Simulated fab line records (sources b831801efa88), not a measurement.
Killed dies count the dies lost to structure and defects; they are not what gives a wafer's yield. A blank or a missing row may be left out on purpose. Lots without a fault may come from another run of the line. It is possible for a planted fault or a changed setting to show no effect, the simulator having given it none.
Struck lot and sound lot, side by side || flow gf180mcu || 14 steps out of a route of 602
Sound: the wafers L315.2, L315.3, L315.4. Struck: wafers L321.2, L321.4, L321.5. The cause is named last.
Each step with rows lists, per side, the tool, then ch with its chambers, then its first start. Under that, the readings that differ: sound wafers || struck wafers || difference of the means || sigmas: that difference in standard deviations of wafers without a fault.
alike: readings with means less than 2 such deviations apart, plus words and numbers identical on both sides. not compared: withheld readings, readings lacking a value on some wafer, bounds such as >300 that could conceal the same value, and numbers that have no deviation in the record and whose values overlap.
Wherever a step has rows on one side only, a row that says differs or no value, or a row with sigmas, the two part there. Numbers that don't overlap but have no deviation are shown without sigmas and don't part them. A reading that every wafer of one side lacks parts them only if that side has two wafers or more.

first, 1 step without rows for these wafers: GF_CONTACT_CVD_00 (deposits SiO2, target thk 300 nm, time 50 s).
GF_CONTACT_THK_MEAS_01:
  sound on filmMetro-04 at day 15 11:56; struck on filmMetro-02 at day 17 17:58
  alike: CONTACT_CVD_00_THK
GF_CONTACT_CVD_02: deposits SiO2 from TEOS, target thk 860 nm, time 95.992 s.
  sound on pecvd-03 ch 0,2, day 15 11:59; struck on pecvd-02 ch 0,2, day 17 18:01
  alike: heaterPowerW, susceptorTempC
GF_CONTACT_THK_MEAS_03:
  sound on filmMetro-03 at day 15 12:04; struck on filmMetro-02 at day 17 18:06
  alike: CONTACT_CVD_02_THK
GF_CONTACT_CMP_04: polishes SiO2.
  sound on cmp-01 ch 0,1,3, day 15 12:10; struck on cmp-01 ch 1,2,3, day 17 18:12
  alike: edgeZonePressureFrac, motorCurrentA, timeToEndpointS
GF_CONTACT_BOW_MEAS_05:
  sound on filmMetro-02 at day 15 12:26; struck on filmMetro-02 at day 17 18:28
  alike: CONTACT_BOW
then, 6 steps without rows for these wafers: GF_CONTACT_DEHYDRATE_06 (time 60 s); GF_CONTACT_HMDS_07 (prime time 60 s); GF_CONTACT_COAT_08; GF_CONTACT_COAT_09 (resist thk 1000 nm); GF_CONTACT_SOFTBAKE_10 (time 60 s); GF_CONTACT_EXPOSE_11 (exposes mask Contact, target cd 220 nm).
GF_CONTACT_PEB_12: peb time 90 s.
  struck on lithoTrack-02, day 18 17:58; sound on lithoTrack-02 ch 0, day 16 10:40
  no value came back on the struck wafers for chillPlateTempC (C), exhaustPa (Pa); on the sound wafers chillPlateTempC (C) reads 23.10 22.94 22.94
then, 1 step without rows for these wafers: GF_CONTACT_DEVELOP_13 (develop time 60 s).

WHERE THEY PART
At GF_CONTACT_PEB_12 and nowhere else, as far as this record goes.

WHY: the cause the simulator had injected
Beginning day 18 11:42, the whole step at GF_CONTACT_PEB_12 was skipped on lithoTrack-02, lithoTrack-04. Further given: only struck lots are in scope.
